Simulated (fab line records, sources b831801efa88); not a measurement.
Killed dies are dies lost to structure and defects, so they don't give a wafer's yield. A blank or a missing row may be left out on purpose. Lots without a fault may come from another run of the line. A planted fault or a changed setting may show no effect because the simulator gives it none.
fab line records | flow gf180mcu
record lots=5 wafers=15 last_day=34
route steps=602 shown V5@540 TOP_METAL@567
lots that met no fault: from a run of the same line without faults
start_h: hours from the record's first day to the start of the lot's first wafer shown | wait_h: hours since the lot's step before | " the same as in the row above | L1.1+2: a row that stands for several wafers | - no value, or no start given | * or withheld: withheld | < > ~ a bound
route shown NAME@n: a module of which the file shows steps, and the number in the route of the first | usual: mean/standard deviation of fault-free wafers | same: alike in all rows | chamber/n: place in a boat | sites: the reading at each site | _std_site: their standard deviation | _edge_site: outer sites' mean less inner sites' | radius_mm: how far each site lies from the wafer's centre | mask NAME#n: copy n | behind: the tool/chamber that last shaped the wafer | hold: why the lot was held/for how many hours/how that ended | device: the transistor (n, p or np) that didn't switch | end of line: the same wafers' tests at the end of the route | a step without rows: its recipe alone | killed: dies lost to structure and defects at the first sort, not the wafer's yield | map: a wafer's dies, x killed, . not, _ none there
set.NAME: the setting as run; set.NAME@STEP: as run at that earlier step | model.NAME: the simulator's own value behind a step, which no gauge read
lots at some steps of the route; a table a step, a row a wafer
services: from which hour (start_h, from the record's first day; less than 0 if before it) a tool's chamber was out of use, for how many hours, and why
## steps
# step GF_V5_CVD_00
# recipe material=SiO2 target_thk_nm=300 sigma_open_frac=0.3 temp_c=400 time_s=50 sih4_flow_sccm=60 pressure_mtorr=6
# usual susceptor_temp_C=399.98/0.23
# columns lot.wafer tool chamber start_h wait_h susceptor_temp_C
L077.2 hdpcvd-02 2 639.20 0.0 399.78
L077.3 " 0 " " 400.12
L077.4 " 2 " " 399.96
L084.1 hdpcvd-01 2 685.16 0.0 400.38
L084.3 " 1 " " 399.79
L084.5 " 0 " " 400.01
L093.1 hdpcvd-02 2 742.40 0.0 400.04
L093.3 " 1 " " 400.06
L093.6 " 1 " " 400.05
L095.2 hdpcvd-02 2 748.47 0.0 400.26
L095.3 " 2 " " 400.35
L095.6 " 2 " " 400.00
L096.2 hdpcvd-02 0 757.09 0.0 399.79
L096.3 " 1 " " 400.12
L096.6 " 2 " " 399.44
# step GF_V5_THK_MEAS_01
# recipe reads=SiO2_of_V5_CVD_00
# usual V5_CVD_00_THK=302/3.1
# columns lot.wafer tool chamber start_h wait_h V5_CVD_00_THK[nm]
L077.2 film_metro-04 - 639.25 0.0 309
L077.3 " - " " 302
L077.4 " - " " 306
L084.1 film_metro-02 - 685.21 0.0 304
L084.3 " - " " 299
L084.5 " - " " 302
L093.1 film_metro-04 - 742.44 0.0 305
L093.3 " - " " 305
L093.6 " - " " 307
L095.2 film_metro-04 - 748.55 0.1 298
L095.3 " - " " 296
L095.6 " - " " 302
L096.2 film_metro-02 - 757.15 0.0 301
L096.3 " - " " 303
L096.6 " - " " 305
# step GF_V5_CVD_02
# recipe material=SiO2 target_thk_nm=1450 precursor=TEOS temp_c=400 time_s=163.28 rf_w=600
# usual heater_power_w=674/150 susceptor_temp_C=399.99/0.22
# columns lot.wafer tool chamber start_h wait_h heater_power_w susceptor_temp_C
L077.2 pecvd-01 1 639.30 0.0 579 400.00
L077.3 " 2 " " 754 399.94
L077.4 " 1 " " 459 400.10
L084.1 pecvd-02 0 685.27 0.1 622 399.77
L084.3 " 1 " " 946 399.83
L084.5 " 1 " " 787 399.72
L093.1 pecvd-01 2 742.50 0.1 777 400.00
L093.3 " 1 " " 573 399.90
L093.6 " 2 " " 640 400.08
L095.2 pecvd-03 0 748.60 0.0 660 399.89
L095.3 " 1 " " 652 399.90
L095.6 " 0 " " 520 400.14
L096.2 pecvd-01 2 757.20 0.0 769 399.96
L096.3 " 0 " " 943 400.17
L096.6 " 1 " " 581 399.68
# step GF_V5_THK_MEAS_03
# recipe reads=SiO2_of_V5_CVD_02
# usual V5_CVD_02_THK=1453/24
# columns lot.wafer tool chamber start_h wait_h V5_CVD_02_THK[nm]
L077.2 film_metro-03 - 639.42 0.1 1451
L077.3 " - " " 1456
L077.4 " - " " 1480
L084.1 film_metro-02 - 685.38 0.1 1447
L084.3 " - " " 1413
L084.5 " - " " 1426
L093.1 film_metro-02 - 742.61 0.1 1439
L093.3 " - " " 1479
L093.6 " - " " 1473
L095.2 film_metro-02 - 748.71 0.1 1465
L095.3 " - " " 1436
L095.6 " - " " 1488
L096.2 film_metro-04 - 757.32 0.1 1427
L096.3 " - " " 1443
L096.6 " - " " 1477
# step GF_V5_CMP_04
# recipe material=SiO2 down_force_psi=4 platen_rpm=60 pad_velocity_m_s=0.94248
# usual edge_zone_pressure_frac=0.999/0.0055 motor_current_A=11.7/0.87
# columns lot.wafer tool chamber start_h wait_h edge_zone_pressure_frac motor_current_A
L077.2 cmp-02 2 639.47 0.0 0.995 11.8
L077.3 " 3 " " 1.003 12.6
L077.4 " 0 " " 0.996 10.8
L084.3 cmp-01 2 685.49 0.1 0.997 10.3
L084.1 " 1 " " 0.995 12.3
L084.5 " 2 " " 0.997 10.8
L093.1 cmp-02 0 742.67 0.1 1.010 11.0
L093.3 " 1 " " 1.008 11.2
L093.6 " 1 " " 1.001 11.5
L095.3 cmp-02 3 748.81 0.1 0.998 13.2
L095.2 " 0 " " 0.998 11.1
L095.6 " 3 " " 1.002 12.8
L096.3 cmp-02 3 757.37 0.0 0.989 11.8
L096.2 " 0 " " 1.003 10.9
L096.6 " 0 " " 1.010 11.4
# step GF_V5_BOW_MEAS_05
# recipe mode=bow
# usual V5_BOW=134/9.1
# columns lot.wafer tool chamber start_h wait_h V5_BOW[um]
L077.2 film_metro-03 - 639.79 0.3 150
L077.3 " - " " 151
L077.4 " - " " 138
L084.1 film_metro-03 - 685.79 0.1 147
L084.3 " - " " 155
L084.5 " - " " 133
L093.1 film_metro-02 - 742.97 0.2 119
L093.3 " - " " 130
L093.6 " - " " 128
L095.2 film_metro-03 - 749.08 0.2 138
L095.3 " - " " 136
L095.6 " - " " 134
L096.2 film_metro-02 - 757.69 0.2 133
L096.3 " - " " 134
L096.6 " - " " 136
# step GF_V5_DEHYDRATE_06
# recipe temp_c=200 time_s=60
# columns lot.wafer tool chamber start_h wait_h
L077.2+3+4 litho_track-01 0 648.69 8.9
L084.1+3+5 litho_track-03 0 694.91 9.1
L093.1+3+6 litho_track-01 0 750.27 7.3
L095.2+3+6 litho_track-02 0 757.66 8.6
L096.2+3+6 litho_track-03 0 764.33 6.6
# step GF_V5_HMDS_07
# recipe prime_time_s=60 prime_temp_c=120
# columns lot.wafer tool chamber start_h wait_h
L077.2+3+4 litho_track-01 0 648.84 0.1
L084.1+3+5 litho_track-03 0 695.06 0.1
L093.1+3+6 litho_track-01 0 750.42 0.1
L095.2+3+6 litho_track-02 0 757.81 0.1
L096.2+3+6 litho_track-03 0 764.48 0.1
# step GF_V5_COAT_08
# recipe resist=BARC temp_c=withheld time_s=withheld spin_rpm=withheld resist_thk_nm=withheld
# columns lot.wafer tool chamber start_h wait_h
L077.2+3+4 litho_track-01 0 648.99 0.1
L084.1+3+5 litho_track-03 0 695.21 0.1
L093.1+3+6 litho_track-01 0 750.57 0.1
L095.2+3+6 litho_track-02 0 757.96 0.1
L096.2+3+6 litho_track-03 0 764.63 0.1
# step GF_V5_COAT_09
# recipe resist=KrF spin_rpm=withheld resist_thk_nm=1000
# columns lot.wafer tool chamber start_h wait_h
L077.2+3+4 litho_track-01 0 - -
L084.1+3+5 litho_track-03 0 - -
L093.1+3+6 litho_track-01 0 - -
L095.2+3+6 litho_track-02 0 - -
L096.2+3+6 litho_track-03 0 - -
# step GF_V5_SOFTBAKE_10
# recipe temp_c=130 time_s=60 resist=KrF
# columns lot.wafer tool chamber start_h wait_h
L077.2+3+4 litho_track-01 0 - -
L084.1+3+5 litho_track-03 0 - -
L093.1+3+6 litho_track-01 0 - -
L095.2+3+6 litho_track-02 0 - -
L096.2+3+6 litho_track-03 0 - -
# step GF_V5_EXPOSE_11
# recipe mask_id=Via5 target_cd_nm=260 na=0.68 source_shape=conventional sigma_outer=0.6 dose_mj=38
# same sigma_outer=0.6
# columns lot.wafer tool chamber start_h wait_h mask
L077.2+3+4 krf_scanner-02 0 - - Via5#0
L084.1+3+5 krf_scanner-02 0 - - Via5#0
L093.1+3+6 krf_scanner-01 0 - - Via5#0
L095.2+3+6 krf_scanner-01 0 - - Via5#0
L096.2+3+6 krf_scanner-01 0 - - Via5#0
# step GF_V5_PEB_12
# recipe peb_temp_c=135 peb_time_s=90 resist=KrF
# columns lot.wafer tool chamber start_h wait_h
L077.2+3+4 litho_track-01 0 - -
L084.1+3+5 litho_track-02 0 - -
L093.1+3+6 litho_track-03 0 - -
L095.2+3+6 litho_track-01 0 - -
L096.2+3+6 litho_track-03 0 - -
# step GF_V5_DEVELOP_13
# recipe develop_time_s=60 resist=KrF dev_temp_c=21
# columns lot.wafer tool chamber start_h wait_h
L077.2+3+4 litho_track-01 0 659.89 0.2
L084.1+3+5 litho_track-02 0 704.09 0.2
L093.1+3+6 litho_track-03 0 759.36 0.2
L095.2+3+6 litho_track-01 0 765.04 0.2
L096.2+3+6 litho_track-03 0 773.28 0.2
# step GF_V5_CD_MEAS_14
# recipe target_cd_nm=260
# usual cd_nm=259.6/1
# columns lot.wafer tool chamber start_h wait_h cd_nm
L077.2 cd_sem-02 - 660.04 0.1 260.3
L077.3 " - " " 260.5
L077.4 " - " " 259.3
L084.1 cd_sem-02 - 704.33 0.2 259.3
L084.3 " - " " 260.2
L084.5 " - " " 259.6
L093.1 cd_sem-01 - 759.51 0.1 258.9
L093.3 " - " " 259.1
L093.6 " - " " 259.8
L095.2 cd_sem-02 - 765.19 0.1 261.2
L095.3 " - " " 260.2
L095.6 " - " " 260.2
L096.2 cd_sem-01 - 773.43 0.1 259.5
L096.3 " - " " 260.6
L096.6 " - " " 260.9
# step GF_V5_OVL_MEAS_15
# usual V5_OVL=4/4.9
# columns lot.wafer tool chamber start_h wait_h V5_OVL[nm]
L077.2 overlay-01 - 660.14 0.1 5
L077.3 " - " " 6
L077.4 " - " " -3
L084.1 overlay-01 - 704.45 0.1 7
L084.3 " - " " 2
L084.5 " - " " -1
L093.1 overlay-01 - 759.63 0.1 3
L093.3 " - " " 7
L093.6 " - " " 9
L095.2 overlay-02 - 765.29 0.1 6
L095.3 " - " " 14
L095.6 " - " " 7
L096.2 overlay-01 - 773.53 0.1 1
L096.3 " - " " 1
L096.6 " - " " 11
# step GF_V5_ETCH_16
# recipe chemistry=N2/H2 target_depth_a=withheld overetch_a=withheld time_s=withheld target=BARC ion_energy_ev=200 source_w=500 bias_w=100 pressure_mtorr=30 n2_flow_sccm=100 h2_flow_sccm=200
# usual chamber_pressure_mTorr=29.998/0.029 drypump_motor_current_A=5.7/0.52 oes_product_au=0.855/0.0047 throttle_valve_pct=13.224/0.009
# columns lot.wafer tool chamber start_h wait_h chamber_pressure_mTorr drypump_motor_current_A oes_product_au throttle_valve_pct
L077.2 rie_diel-02 1 660.17 0.0 30.001 5.7 0.852 13.228
L077.3 " 3 " " 29.995 5.3 0.852 13.216
L077.4 " 0 " " 29.992 5.3 0.859 13.223
L084.1 rie_diel-01 0 704.49 0.0 29.994 5.9 0.862 13.227
L084.3 " 3 " " 29.987 6.3 0.855 13.226
L084.5 " 0 " " 29.984 5.9 0.858 13.224
L093.1 rie_diel-01 1 759.67 0.0 30.027 5.1 0.862 13.234
L093.3 " 3 " " 29.995 6.3 0.852 13.226
L093.6 " 1 " " 30.009 5.1 0.855 13.217
L095.2 rie_diel-02 1 765.32 0.0 29.954 5.7 0.861 13.212
L095.3 " 0 " " 29.948 5.3 0.859 13.244
L095.6 " 0 " " 29.990 5.3 0.857 13.226
L096.2 rie_diel-04 2 773.56 0.0 30.000 6.0 0.857 13.231
L096.3 " 0 " " 29.995 5.3 0.853 13.223
L096.6 " 2 " " 29.983 6.0 0.860 13.235
# step GF_V5_ETCH_17
# recipe chemistry=C4F8/O2/Ar mask_material=KrF target=SiO2 stop_on=TiN source_w=1500 bias_w=1200 pressure_mtorr=40 c4f8_flow_sccm=withheld O2_flow_sccm=6 Ar_flow_sccm=300 time_s=withheld target_depth_a=8550
# usual chamber_pressure_mTorr=40.00/0.037 oes_product_au=0.860/0.0046
# columns lot.wafer tool chamber start_h wait_h chamber_pressure_mTorr oes_product_au
L077.2 rie_diel-02 1 - - 39.96 0.857
L077.3 " 3 " " 40.01 0.867
L077.4 " 0 " " 40.04 0.861
L084.1 rie_diel-01 0 - - 39.94 0.852
L084.3 " 3 " " 39.95 0.860
L084.5 " 0 " " 39.97 0.863
L093.1 rie_diel-01 1 - - 39.96 0.858
L093.3 " 3 " " 40.00 0.860
L093.6 " 1 " " 39.97 0.850
L095.2 rie_diel-02 1 - - 40.05 0.862
L095.3 " 0 " " 39.99 0.869
L095.6 " 0 " " 39.99 0.859
L096.2 rie_diel-04 2 - - 40.01 0.854
L096.3 " 0 " " 40.01 0.867
L096.6 " 2 " " 40.00 0.860
# step GF_V5_STRIP_18
# recipe chemistry=O2/N2 power_w=1400 pressure_mtorr=1500 platen_temp_c=250 o2_flow_sccm=3000 n2_flow_sccm=300 overash_fraction=0.5
# usual chamber_pressure_mTorr=1500.0/1.2 drypump_motor_current_A=5.8/0.34 heater_power_w=339/29 oes_product_au=0.568/0.0051 platen_temp_c=250.00/0.16
# columns lot.wafer tool chamber start_h wait_h chamber_pressure_mTorr drypump_motor_current_A heater_power_w oes_product_au platen_temp_c rf_hours_counter_h
L077.2 plasma_asher-02 1 660.33 - 1502.1 6.2 303 0.580 249.85 25
L077.3 " 0 " " 1499.5 5.8 371 0.573 250.17 -
L077.4 " 1 " " 1499.7 6.2 297 0.566 249.81 -
L084.1 plasma_asher-02 0 704.64 - 1500.3 5.8 380 0.569 250.01 29
L084.3 " 1 " " 1500.6 6.2 297 0.577 249.75 -
L084.5 " 0 " " 1500.5 5.8 373 0.575 250.05 -
L093.1 plasma_asher-04 0 759.82 - 1500.7 5.2 328 0.566 250.09 1
L093.3 " 0 " " 1498.4 5.2 328 0.573 250.02 -
L093.6 " 0 " " 1500.0 5.2 342 0.566 250.24 -
L095.2 plasma_asher-02 1 765.48 - 1500.6 6.2 307 0.570 250.22 37
L095.3 " 0 " " 1500.1 5.9 377 0.570 249.97 -
L095.6 " 0 " " 1499.0 5.8 381 0.571 249.65 -
L096.2 plasma_asher-02 1 773.72 - 1499.1 6.2 296 0.559 250.08 37
L096.3 " 0 " " 1500.3 5.8 375 0.568 250.08 -
L096.6 " 1 " " 1498.8 6.2 297 0.558 250.01 -
# step GF_V5_STRIP_19
# recipe chemistry=post_etch_residue_remover time_s=1200 temp_c=72.5
# columns lot.wafer tool chamber start_h wait_h
L077.2+3+4 wet_bench-04 0 660.43 0.1
L084.1+3+5 wet_bench-02 1 704.74 0.1
L093.1+3+6 wet_bench-01 2 759.92 0.1
L095.2+3+6 wet_bench-01 1 765.58 0.1
L096.2+3+6 wet_bench-01 2 773.82 0.1
# step GF_V5_CLEAN_20
# recipe chemistry=DIW dry=n2_spin
# columns lot.wafer tool chamber start_h wait_h
L077.2+3+4 wet_bench-02 0 660.77 0.0
L084.1+3+5 wet_bench-04 1 705.11 0.0
L093.1+3+6 wet_bench-04 0 760.32 0.1
L095.2+3+6 wet_bench-02 0 765.92 0.0
L096.2+3+6 wet_bench-01 0 774.16 0.0
# step GF_V5_SPUTTER_21
# recipe material=Ti target_thk_nm=15 chamber_pressure_pa=5 power_w=2500 substrate_temp_c=200 time_s=80.02
# usual throttle_valve_pct=30.1/0.93
# columns lot.wafer tool chamber start_h wait_h throttle_valve_pct
L077.2 pvd_sputter-03 - 660.86 0.0 30.5
L077.3 " - " " 28.5
L077.4 " - " " 29.5
L084.1 pvd_sputter-03 - 705.20 0.0 30.5
L084.3 " - " " 30.6
L084.5 " - " " 30.5
L093.1 pvd_sputter-02 - 760.41 0.0 31.0
L093.3 " - " " 30.2
L093.6 " - " " 30.5
L095.2 pvd_sputter-03 - 766.01 0.0 30.8
L095.3 " - " " 29.6
L095.6 " - " " 30.6
L096.2 pvd_sputter-03 - 774.25 0.0 30.6
L096.3 " - " " 28.5
L096.6 " - " " 29.4
# step GF_V5_SPUTTER_22
# recipe material=TiN target_thk_nm=10 chamber_pressure_pa=5 power_w=4000 time_s=40
# usual throttle_valve_pct=30.1/0.93
# columns lot.wafer tool chamber start_h wait_h throttle_valve_pct
L077.2 pvd_sputter-03 - 660.92 0.0 30.5
L077.3 " - " " 28.6
L077.4 " - " " 29.8
L084.1 pvd_sputter-03 - 705.26 0.0 30.2
L084.3 " - " " 30.4
L084.5 " - " " 30.3
L093.1 pvd_sputter-02 - 760.47 0.0 30.9
L093.3 " - " " 30.2
L093.6 " - " " 30.3
L095.2 pvd_sputter-03 - 766.07 0.0 30.9
L095.3 " - " " 29.5
L095.6 " - " " 30.5
L096.2 pvd_sputter-03 - 774.31 0.0 30.6
L096.3 " - " " 28.8
L096.6 " - " " 29.6
# step GF_V5_CVD_23
# recipe material=W target_thk_nm=350 time_s=104.9 temp_c=400 pressure_torr=40
# usual heater_power_w=944/43 susceptor_temp_C=400.00/0.21
# columns lot.wafer tool chamber start_h wait_h heater_power_w susceptor_temp_C
L077.2 cvd_w-01 0 660.96 0.0 974 399.69
L077.3 " 0 " " 978 399.74
L077.4 " 1 " " 994 400.11
L084.1 cvd_w-02 0 705.30 0.0 985 399.97
L084.3 " 0 " " 974 400.16
L084.5 " 0 " " 998 399.94
L093.1 cvd_w-02 1 760.51 0.0 893 399.74
L093.3 " 1 " " 896 399.92
L093.6 " 0 " " 989 400.32
L095.2 cvd_w-02 1 766.11 0.0 896 400.01
L095.3 " 0 " " 983 399.92
L095.6 " 1 " " 878 399.99
L096.2 cvd_w-02 1 774.35 0.0 892 400.09
L096.3 " 0 " " 989 399.82
L096.6 " 1 " " 911 399.77
# step GF_V5_RS_MEAS_24
# recipe thk_meas_gauge=four-point-probe reads=W_of_V5_CVD_23+TiN_of_V5_SPUTTER_22+Ti_of_V5_SPUTTER_21
# usual V5_W_RS=0.326/0.0045
# columns lot.wafer tool chamber start_h wait_h V5_W_RS[ohm/sq]
L077.2 film_metro-02 - 661.09 0.1 0.333
L077.3 " - " " 0.330
L077.4 " - " " 0.326
L084.1 film_metro-03 - 705.42 0.1 0.318
L084.3 " - " " 0.319
L084.5 " - " " 0.324
L093.1 film_metro-03 - 760.63 0.1 0.324
L093.3 " - " " 0.322
L093.6 " - " " 0.325
L095.2 film_metro-03 - 766.30 0.2 0.325
L095.3 " - " " 0.326
L095.6 " - " " 0.322
L096.2 film_metro-03 - 774.48 0.1 0.332
L096.3 " - " " 0.324
L096.6 " - " " 0.327
# step GF_V5_THK_MEAS_25
# recipe thk_meas_gauge=xrf reads=W_of_V5_CVD_23
# usual V5_W_THK=369/6.2
# columns lot.wafer tool chamber start_h wait_h V5_W_THK[nm]
L077.2 film_metro-02 - 661.20 0.1 359
L077.3 " - " " 361
L077.4 " - " " 369
L084.1 film_metro-03 - 705.54 0.1 376
L084.3 " - " " 377
L084.5 " - " " 371
L093.1 film_metro-03 - 760.75 0.1 373
L093.3 " - " " 377
L093.6 " - " " 374
L095.2 film_metro-03 - 766.41 0.1 374
L095.3 " - " " 373
L095.6 " - " " 376
L096.2 film_metro-03 - 774.59 0.1 365
L096.3 " - " " 373
L096.6 " - " " 369
# step GF_V5_CMP_26
# recipe stop_on=SiO2 down_force_psi=3.5 platen_rpm=60 t_overpolish_s=15 target_thk_nm=0 pad_velocity_m_s=0.94248
# usual edge_zone_pressure_frac=1.001/0.0045 motor_current_A=10.5/0.88 overpolish_run_s=15.001/0.0088 time_to_endpoint_s=88/6
# columns lot.wafer tool chamber start_h wait_h edge_zone_pressure_frac motor_current_A overpolish_run_s time_to_endpoint_s
L077.4 cmp-01 0 661.33 0.1 1.001 9.6 14.995 99
L077.2 " 1 " " 1.001 11.0 15.001 89
L077.3 " 2 " " 0.999 9.1 14.993 95
L084.1 cmp-01 1 705.68 0.1 1.003 11.8 14.991 89
L084.3 " 3 " " 0.995 10.9 15.006 87
L084.5 " 1 " " 0.995 11.1 15.006 86
L093.1 cmp-01 3 760.88 0.1 1.005 10.8 14.992 88
L093.3 " 2 " " 0.999 9.7 14.999 96
L093.6 " 3 " " 0.995 11.3 14.995 91
L095.3 cmp-02 0 766.46 0.0 1.007 10.2 15.021 84
L095.2 " 3 " " 0.998 11.7 15.002 100
L095.6 " 0 " " 1.003 10.4 15.000 85
L096.3 cmp-01 1 774.64 0.0 1.006 10.7 14.994 84
L096.2 " 3 " " 0.998 10.7 15.004 81
L096.6 " 1 " " 1.006 11.5 15.008 83
# step GF_TOP_METAL_SPUTTER_00
# recipe material=Ti target_thk_nm=37.5 arriving_ion_energy_ev=80 substrate_temp_c=200 chamber_pressure_pa=2 power_w=4000 time_s=150
# usual throttle_valve_pct=29.5/1.1
# columns lot.wafer tool chamber start_h wait_h throttle_valve_pct
L077.2 pvd_sputter-01 - 661.58 0.1 27.8
L077.3 " - " " 28.9
L077.4 " - " " 28.9
L084.1 pvd_sputter-04 - 705.98 0.2 29.3
L084.3 " - " " 29.9
L084.5 " - " " 29.1
L093.1 pvd_sputter-04 - 761.18 0.2 29.4
L093.3 " - " " 29.9
L093.6 " - " " 32.2
L095.2 pvd_sputter-04 - 766.76 0.1 29.0
L095.3 " - " " 32.4
L095.6 " - " " 28.9
L096.2 pvd_sputter-04 - 774.94 0.1 32.1
L096.3 " - " " 29.8
L096.6 " - " " 29.1
# step GF_TOP_METAL_SPUTTER_01
# recipe material=TiN target_thk_nm=30 power_w=6500 time_s=25 chamber_pressure_pa=0.4
# usual throttle_valve_pct=29.5/1.1
# columns lot.wafer tool chamber start_h wait_h throttle_valve_pct
L077.2 pvd_sputter-01 - 661.68 0.1 27.9
L077.3 " - " " 29.0
L077.4 " - " " 28.8
L084.1 pvd_sputter-04 - 706.08 0.1 29.3
L084.3 " - " " 29.4
L084.5 " - " " 29.2
L093.1 pvd_sputter-04 - 761.28 0.1 29.2
L093.3 " - " " 29.9
L093.6 " - " " 32.3
L095.2 pvd_sputter-04 - 766.86 0.1 29.0
L095.3 " - " " 32.3
L095.6 " - " " 28.9
L096.2 pvd_sputter-04 - 775.04 0.1 32.3
L096.3 " - " " 29.4
L096.6 " - " " 28.7
# step GF_TOP_METAL_SPUTTER_02
# recipe material=AlCu target_thk_nm=900 power_w=10600 chamber_pressure_pa=0.3 substrate_temp_c=250 gas=Ar time_s=47.82
# usual throttle_valve_pct=29.5/1.1
# columns lot.wafer tool chamber start_h wait_h throttle_valve_pct
L077.2 pvd_sputter-01 - 661.71 0.0 28.0
L077.3 " - " " 29.0
L077.4 " - " " 29.0
L084.1 pvd_sputter-04 - 706.11 0.0 29.4
L084.3 " - " " 29.6
L084.5 " - " " 29.1
L093.1 pvd_sputter-04 - 761.31 0.0 29.5
L093.3 " - " " 29.7
L093.6 " - " " 32.2
L095.2 pvd_sputter-04 - 766.89 0.0 28.9
L095.3 " - " " 32.2
L095.6 " - " " 29.1
L096.2 pvd_sputter-04 - 775.07 0.0 31.8
L096.3 " - " " 29.8
L096.6 " - " " 28.9
# step GF_TOP_METAL_SPUTTER_03
# recipe material=Ti target_thk_nm=5 substrate_temp_c=300 chamber_pressure_pa=0.3 power_w=3000 time_s=3.3
# usual throttle_valve_pct=29.5/1.1
# columns lot.wafer tool chamber start_h wait_h throttle_valve_pct
L077.2 pvd_sputter-01 - 661.75 0.0 27.8
L077.3 " - " " 28.9
L077.4 " - " " 28.9
L084.1 pvd_sputter-04 - 706.15 0.0 29.4
L084.3 " - " " 29.6
L084.5 " - " " 28.8
L093.1 pvd_sputter-04 - 761.36 0.0 29.4
L093.3 " - " " 29.5
L093.6 " - " " 32.4
L095.2 pvd_sputter-04 - 766.94 0.0 29.1
L095.3 " - " " 32.6
L095.6 " - " " 28.9
L096.2 pvd_sputter-04 - 775.12 0.0 32.2
L096.3 " - " " 29.7
L096.6 " - " " 28.9
# step GF_TOP_METAL_SPUTTER_04
# recipe material=TiN target_thk_nm=25 power_w=6500 time_s=20.8 chamber_pressure_pa=0.4
# usual throttle_valve_pct=29.5/1.1
# columns lot.wafer tool chamber start_h wait_h throttle_valve_pct
L077.2 pvd_sputter-01 - 661.77 0.0 28.0
L077.3 " - " " 29.0
L077.4 " - " " 28.6
L084.1 pvd_sputter-04 - 706.17 0.0 29.4
L084.3 " - " " 29.5
L084.5 " - " " 29.2
L093.1 pvd_sputter-04 - 761.38 0.0 29.3
L093.3 " - " " 29.8
L093.6 " - " " 32.4
L095.2 pvd_sputter-04 - 766.95 0.0 28.9
L095.3 " - " " 32.4
L095.6 " - " " 28.9
L096.2 pvd_sputter-04 - 775.14 0.0 32.5
L096.3 " - " " 30.0
L096.6 " - " " 29.0
# step GF_TOP_METAL_RS_MEAS_05
# recipe thk_meas_gauge=four-point-probe reads=TiN_of_TOP_METAL_SPUTTER_04+Ti_of_TOP_METAL_SPUTTER_03+AlCu_of_TOP_METAL_SPUTTER_02+TiN_of_TOP_METAL_SPUTTER_01+Ti_of_TOP_METAL_SPUTTER_00
# usual TOP_METAL_ALCU_RS=0.0328/0.00033
# columns lot.wafer tool chamber start_h wait_h TOP_METAL_ALCU_RS[ohm/sq]
L077.2 film_metro-02 - 661.82 0.0 0.0326
L077.3 " - " " 0.0328
L077.4 " - " " 0.0326
L084.1 film_metro-02 - 706.20 0.0 0.0328
L084.3 " - " " 0.0332
L084.5 " - " " 0.0333
L093.1 film_metro-02 - 761.40 0.0 0.0329
L093.3 " - " " 0.0328
L093.6 " - " " 0.0329
L095.2 film_metro-03 - 767.00 0.0 0.0330
L095.3 " - " " 0.0329
L095.6 " - " " 0.0330
L096.2 film_metro-03 - 775.18 0.0 0.0327
L096.3 " - " " 0.0325
L096.6 " - " " 0.0327
# step GF_TOP_METAL_THK_MEAS_06
# recipe thk_meas_gauge=xrf reads=AlCu_of_TOP_METAL_SPUTTER_02
# usual TOP_METAL_ALCU_THK=893/9.7
# columns lot.wafer tool chamber start_h wait_h TOP_METAL_ALCU_THK[nm]
L077.2 film_metro-02 - 661.93 0.1 904
L077.3 " - " " 904
L077.4 " - " " 907
L084.1 film_metro-02 - 706.32 0.1 896
L084.3 " - " " 879
L084.5 " - " " 879
L093.1 film_metro-02 - 761.52 0.1 885
L093.3 " - " " 894
L093.6 " - " " 893
L095.2 film_metro-03 - 767.11 0.1 885
L095.3 " - " " 890
L095.6 " - " " 882
L096.2 film_metro-03 - 775.29 0.1 891
L096.3 " - " " 899
L096.6 " - " " 890
# step GF_TOP_METAL_DEHYDRATE_07
# recipe temp_c=200 time_s=60
# columns lot.wafer tool chamber start_h wait_h
L077.2+3+4 litho_track-03 0 670.18 8.2
L084.1+3+5 litho_track-01 0 715.27 8.9
L093.1+3+6 litho_track-03 0 768.66 7.1
L095.2+3+6 litho_track-03 0 775.28 8.2
L096.2+3+6 litho_track-03 0 781.43 6.1
# step GF_TOP_METAL_HMDS_08
# recipe prime_time_s=60 prime_temp_c=120
# columns lot.wafer tool chamber start_h wait_h
L077.2+3+4 litho_track-03 0 670.33 0.1
L084.1+3+5 litho_track-01 0 715.42 0.1
L093.1+3+6 litho_track-03 0 768.81 0.1
L095.2+3+6 litho_track-03 0 775.43 0.1
L096.2+3+6 litho_track-03 0 781.58 0.1
# step GF_TOP_METAL_COAT_09
# recipe resist=NOVOLAK spin_rpm=3000 resist_thk_nm=1500
# columns lot.wafer tool chamber start_h wait_h
L077.2+3+4 litho_track-03 0 670.48 0.1
L084.1+3+5 litho_track-01 0 715.57 0.1
L093.1+3+6 litho_track-03 0 768.96 0.1
L095.2+3+6 litho_track-03 0 775.58 0.1
L096.2+3+6 litho_track-03 0 781.73 0.1
# step GF_TOP_METAL_SOFTBAKE_10
# recipe temp_c=90 time_s=60 resist=NOVOLAK
# columns lot.wafer tool chamber start_h wait_h
L077.2+3+4 litho_track-03 0 670.63 0.1
L084.1+3+5 litho_track-01 0 715.72 0.1
L093.1+3+6 litho_track-03 0 769.11 0.1
L095.2+3+6 litho_track-03 0 775.73 0.1
L096.2+3+6 litho_track-03 0 781.88 0.1
# step GF_TOP_METAL_EXPOSE_11
# recipe mask_id=MetalTop target_cd_nm=440 na=0.6 source_shape=conventional sigma_outer=0.6 dose_mj=170
# same sigma_outer=0.6
# columns lot.wafer tool chamber start_h wait_h mask
L077.2+3+4 iline_stepper-02 0 - - MetalTop#0
L084.1+3+5 iline_stepper-01 0 - - MetalTop#0
L093.1+3+6 iline_stepper-02 0 - - MetalTop#0
L095.2+3+6 iline_stepper-01 0 - - MetalTop#0
L096.2+3+6 iline_stepper-01 0 - - MetalTop#0
# step GF_TOP_METAL_PEB_12
# recipe temp_c=withheld time_s=* resist=NOVOLAK
# columns lot.wafer tool chamber start_h wait_h
L077.2+3+4 litho_track-03 0 - -
L084.1+3+5 litho_track-01 0 - -
L093.1+3+6 litho_track-01 0 - -
L095.2+3+6 litho_track-04 0 - -
L096.2+3+6 litho_track-01 0 - -
## services
# columns tool chamber start_h hours kind
rie_diel-02 - 616.53 0.4 repair
rie_diel-01 - 616.99 0.3 repair
cmp-01 - 619.11 6.0 pm
wet_bench-01 - 626.03 4.1 repair
rie_diel-02 1 664.06 8.4 repair
cmp-02 - 664.87 1.2 repair
cmp-01 - 686.69 0.5 repair
cmp-02 - 687.40 0.8 repair
cmp-02 - 689.98 10.2 pm
cmp-02 - 701.60 0.8 repair
cmp-02 - 701.61 5.3 repair
rie_diel-02 3 701.66 8.1 repair
rie_diel-02 0 711.61 2.2 repair
plasma_asher-02 - 719.85 0.5 repair
cmp-01 - 731.50 2.3 repair
hdpcvd-02 1 742.77 10.4 repair
cmp-02 - 744.41 4.0 pm
cmp-02 - 758.48 0.8 repair
cmp-02 - 760.55 1.3 repair
cmp-01 - 762.31 0.2 repair
cmp-02 - 763.06 3.2 pm
cmp-02 - 769.29 0.5 repair
cvd_w-02 0 780.32 4.1 repair
rie_diel-01 0 785.36 9.3 repair
## key
fault none
